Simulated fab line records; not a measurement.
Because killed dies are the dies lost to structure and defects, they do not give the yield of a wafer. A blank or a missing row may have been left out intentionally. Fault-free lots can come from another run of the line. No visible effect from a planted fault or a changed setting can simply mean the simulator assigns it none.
Which tool is to blame? -- flow sky130 -- 11 lots, 33 wafers sampled, at 3 steps of a route of 708

== WHAT THE GAUGES READ, wafer by wafer ==
SKY_METAL5_RS_MEAS_05: uses a four-point probe to measure.
lot,measured,on,METAL5_ALCU_RS (ohm/sq)
L162,day 44 02:15,filmMetro-03,0.02686 0.0269 0.02707
L163,day 44 09:08,filmMetro-01,0.02649 0.02699 0.02708
L166,day 45 05:05,filmMetro-02,0.02737 0.0278 0.02736
L169,day 45 22:35,filmMetro-03,0.0276 0.02783 0.02739
L170,day 46 08:08,filmMetro-03,0.02678 0.0267 0.02712
L171,day 46 14:33,filmMetro-02,0.02702 0.02705 0.02732
L173,day 47 04:40,filmMetro-03,0.02716 0.02702 0.02753
L175,day 47 10:30,filmMetro-01,8.6549 8.7414 8.6962
L176,day 47 16:04,filmMetro-03,8.7328 8.7436 8.7057
L177,day 47 21:39,filmMetro-02,0.02737 0.02741 0.02715
L180,day 48 10:56,filmMetro-02,0.02695 0.02687 0.02703

== EACH LOT AND THE TOOL THAT RAN IT (in order: tool; ch and the chambers of the sampled wafers; start) ==
lot,SKY_VIA4_CVD_18,SKY_METAL5_SPUTTER_02
L162,"cvdW-01 ch 0,1, day 44 01:28","pvdSputter-03, day 44 02:06"
L163,"cvdW-02 ch 0,1, day 44 08:20","pvdSputter-01, day 44 09:01"
L166,"cvdW-01 ch 0,1, day 45 04:17","pvdSputter-02, day 45 04:58"
L169,"cvdW-01 ch 0,1, day 45 21:47","pvdSputter-02, day 45 22:28"
L170,"cvdW-02 ch 0,1, day 46 06:56","pvdSputter-01, day 46 07:58"
L171,"cvdW-01 ch 0,1, day 46 13:44","pvdSputter-01, day 46 14:26"
L173,"cvdW-01 ch 0,1, day 47 03:51","pvdSputter-02, day 47 04:32"
L175,"cvdW-01 ch 0,1, day 47 09:29","pvdSputter-03, day 47 10:22"
L176,"cvdW-01 ch 0,1, day 47 15:16","pvdSputter-03, day 47 15:54"
L177,"cvdW-02 ch 0,1, day 47 20:43","pvdSputter-03, day 47 21:32"
L180,"cvdW-01 ch 0,1, day 48 10:07","pvdSputter-03, day 48 10:48"
- SKY_VIA4_CVD_18: deposits W, target thk 505 nm, time 152.14 s.
- SKY_METAL5_SPUTTER_02: material AlCu, target thk 1150 nm, time 61.2 s.

== THE ANSWER, worked out from the rows above alone ==
Rule: usual is defined by the lots themselves. Put in order of their means at a reading, lots are off if they are a third of the lots or fewer, leave a main group of 4 or more, and stand apart from it by a gap of 3 or more times the standard deviation of the main group's means; of several such gaps the widest counts. The tables above print the reading to a certain number of digits; a main group whose means all agree to those digits is not used. Also off: a lot with no number at a reading for which 4 or more lots have one. Where the step has rows for the other lots, those lots are counted as sound.
Off: L175, L176, seen at SKY_METAL5_RS_MEAS_05 (METAL5_ALCU_RS). For the main group the mean is 0.02716 ohm/sq and the standard deviation 0.00026.
A tool fits if, at a process step before that reading, it ran every lot that is off, and no sound lot after the first of them. The gauges at SKY_METAL5_RS_MEAS_05 are tried like those tools. No candidate that was tried fits.

== WHAT HAD BEEN PUT IN BY THE SIMULATOR ==
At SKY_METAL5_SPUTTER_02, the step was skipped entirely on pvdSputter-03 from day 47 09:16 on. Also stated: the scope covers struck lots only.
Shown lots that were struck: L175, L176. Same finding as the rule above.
